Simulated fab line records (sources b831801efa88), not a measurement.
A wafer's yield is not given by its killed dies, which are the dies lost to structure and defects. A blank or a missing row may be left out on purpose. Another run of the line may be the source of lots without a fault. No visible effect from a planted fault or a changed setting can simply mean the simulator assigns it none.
Matching of chambers / flow sky130 / 4 sister chambers for SKY_LI_CONTACT_CMP_24 on cmp-01
The step polishes, stops on PSG, t overpolish 20 s, target thk 0 nm. 16 wafers are shown with their chamber, then 8 later ones without.

## EACH WAFER AND ITS CHAMBER
wafer=L382.1; chamber=3; motorCurrentA (A)=11.3; timeToEndpointS (s)=90; overpolishRunS (s)=19.983
wafer=L382.2; chamber=2; motorCurrentA (A)=8.2; timeToEndpointS (s)=90; overpolishRunS (s)=19.996
wafer=L382.6; chamber=3; motorCurrentA (A)=11.0; timeToEndpointS (s)=91; overpolishRunS (s)=20.002
wafer=L390.1; chamber=0; motorCurrentA (A)=11.3; timeToEndpointS (s)=101; overpolishRunS (s)=20.000
wafer=L390.2; chamber=1; motorCurrentA (A)=10.5; timeToEndpointS (s)=97; overpolishRunS (s)=20.000
wafer=L390.5; chamber=2; motorCurrentA (A)=8.5; timeToEndpointS (s)=94; overpolishRunS (s)=20.009
wafer=L392.4; chamber=3; motorCurrentA (A)=11.2; timeToEndpointS (s)=96; overpolishRunS (s)=19.996
wafer=L392.5; chamber=3; motorCurrentA (A)=10.8; timeToEndpointS (s)=96; overpolishRunS (s)=20.011
wafer=L392.6; chamber=0; motorCurrentA (A)=12.1; timeToEndpointS (s)=101; overpolishRunS (s)=20.003
wafer=L393.2; chamber=1; motorCurrentA (A)=10.2; timeToEndpointS (s)=93; overpolishRunS (s)=20.000
wafer=L393.4; chamber=3; motorCurrentA (A)=11.4; timeToEndpointS (s)=94; overpolishRunS (s)=19.997
wafer=L393.6; chamber=0; motorCurrentA (A)=11.6; timeToEndpointS (s)=95; overpolishRunS (s)=20.007
wafer=L394.2; chamber=0; motorCurrentA (A)=11.6; timeToEndpointS (s)=94; overpolishRunS (s)=20.000
wafer=L394.3; chamber=2; motorCurrentA (A)=8.6; timeToEndpointS (s)=94; overpolishRunS (s)=20.007
wafer=L394.6; chamber=2; motorCurrentA (A)=8.4; timeToEndpointS (s)=89; overpolishRunS (s)=19.987
wafer=L396.3; chamber=3; motorCurrentA (A)=10.6; timeToEndpointS (s)=93; overpolishRunS (s)=19.994

SIGNATURES (means of the wafers above)
reading=motorCurrentA; chamber 0=11.650; chamber 1=10.350; chamber 2=8.425; chamber 3=11.050; scatter within a chamber=0.28
reading=timeToEndpointS; chamber 0=97.75; chamber 1=95.00; chamber 2=91.75; chamber 3=93.33; scatter within a chamber=2.93
reading=overpolishRunS; chamber 0=20.00250; chamber 1=20.00000; chamber 2=19.99975; chamber 3=19.99717; scatter within a chamber=0.00803
Rule: a wafer lies at a distance from a chamber equal to the root of the sum of squares, over the readings, of (its reading less the chamber's mean, divided by the reading's scatter). The wafer belongs to the nearest chamber; if the next one is less than 2 further off, it can't be placed. The scatter is the square root of a quotient: the sum, over the shown wafers, of each reading's squared deviation from its chamber's mean, divided by wafers minus chambers.

## WAFERS WITH NO CHAMBER GIVEN
wafer=L396.5; motorCurrentA (A)=11.3; timeToEndpointS (s)=98; overpolishRunS (s)=20.001
wafer=L396.6; motorCurrentA (A)=10.0; timeToEndpointS (s)=95; overpolishRunS (s)=19.998
wafer=L404.1; motorCurrentA (A)=11.8; timeToEndpointS (s)=98; overpolishRunS (s)=19.996
wafer=L404.2; motorCurrentA (A)=10.4; timeToEndpointS (s)=96; overpolishRunS (s)=20.002
wafer=L404.3; motorCurrentA (A)=11.1; timeToEndpointS (s)=96; overpolishRunS (s)=20.007
wafer=L405.3; motorCurrentA (A)=12.1; timeToEndpointS (s)=102; overpolishRunS (s)=20.011
wafer=L405.4; motorCurrentA (A)=10.5; timeToEndpointS (s)=96; overpolishRunS (s)=20.002
wafer=L405.5; motorCurrentA (A)=11.4; timeToEndpointS (s)=98; overpolishRunS (s)=19.988

## CHAMBER TAKEN BY EACH
wafer=L396.5; from the rows above=can't be placed: 0 or 3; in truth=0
wafer=L396.6; from the rows above=1; in truth=1
wafer=L404.1; from the rows above=0; in truth=0
wafer=L404.2; from the rows above=1; in truth=1
wafer=L404.3; from the rows above=can't be placed: 3 or 0 or 1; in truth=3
wafer=L405.3; from the rows above=0; in truth=0
wafer=L405.4; from the rows above=can't be placed: 1 or 3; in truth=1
wafer=L405.5; from the rows above=can't be placed: 0 or 3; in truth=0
Placed correctly: 4 of 8. Cannot be placed on the basis of these rows: 4; the candidates contain the true chamber in 4. Number placed wrongly: 0.
